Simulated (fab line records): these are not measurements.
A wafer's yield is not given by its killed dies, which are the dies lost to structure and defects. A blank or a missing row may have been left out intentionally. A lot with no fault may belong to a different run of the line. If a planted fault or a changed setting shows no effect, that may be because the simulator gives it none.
Problem report, 8D (eight disciplines) form, completed by code + flow sky130 + the parts of the form that need people (team, actions taken, sign-off) are left out

## 1. THE ISSUE
tiltDeg at SKY_LDD_N_IMPLANT_13 reads a mean of -0.013 degrees on 9 wafers of 3 lots; wafers without a fault read 29.996 degrees with a standard deviation of 0.02. So: -99 or more standard deviations from the usual mean.
Seen first at day 23 06:51 on implanter-02, wafer L125.1. The record holds 39 wafers of 13 lots with a number at this step. By rule, "out" or "out of limits" means more than 4 standard deviations away from the usual mean. Any other wafer with a number is counted as sound.

## 2. WHAT IT IS AND WHAT IT IS NOT
| question                    | is                     | is not                                                                                 |
|-----------------------------|------------------------|----------------------------------------------------------------------------------------|
| which readings at this step | tiltDeg                | -                                                                                      |
| which lots                  | L125, L126, L128       | L111, L112, L113, L118, L119, L120, L129, L130, L131, L133                             |
| which wafers of those lots  | all that have a number | -                                                                                      |
| read on which tools         | implanter-02           | implanter-01, implanter-03                                                             |
| when                        | from day 23 06:51      | up to then (18 sound wafers); but 12 sound wafers of L129, L130, L131, L133 came after |

## 3. WHAT RULES OUT EACH SUSPECT
Counting: a tool stays on the suspect list if, at a process step up to the reading, it processed all lots that are out and no sound lot following the first of them.
- implanter-02 at SKY_LDD_N_IMPLANT_13: kept. All lots that are out passed through it, beginning with L125 at day 23 06:51, and no sound lot followed; its final sound lot before that point was L119 at day 21 18:51. Its own tiltDeg readings are out on those wafers.
Left after counting: implanter-02 at SKY_LDD_N_IMPLANT_13.

## 4. THE CAUSE (what the simulator had put in)
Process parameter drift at SKY_LDD_N_IMPLANT_13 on implanter-02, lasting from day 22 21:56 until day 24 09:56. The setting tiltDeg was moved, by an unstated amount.
After counting, this tool was the only one left.

## 5. SEQUENCE OF EFFECTS, ordered by route
Each row: a reading where the mean over the struck wafers with a number is more than 3 standard deviations away from the usual. Scope: only readings with a usual standard deviation given in the record; hours: median across lots of the time from each lot's start at the first step in this table that gives one to its start at this step; sigmas: change in usual standard deviations.
| hours | step                 | reading | usual          | on struck wafers | change  | sigmas      |
|-------|----------------------|---------|----------------|------------------|---------|-------------|
| 0     | SKY_LDD_N_IMPLANT_13 | tiltDeg | 29.996 degrees | -0.013           | -30.009 | -99 or more |
It contains these process steps:
- SKY_LDD_N_IMPLANT_13

## 6. HOW IT WOULD HAVE BEEN CAUGHT EARLIER
In this record no reading fell out of limits until day 23 06:51, 9 hours after the fault had begun at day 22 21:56.
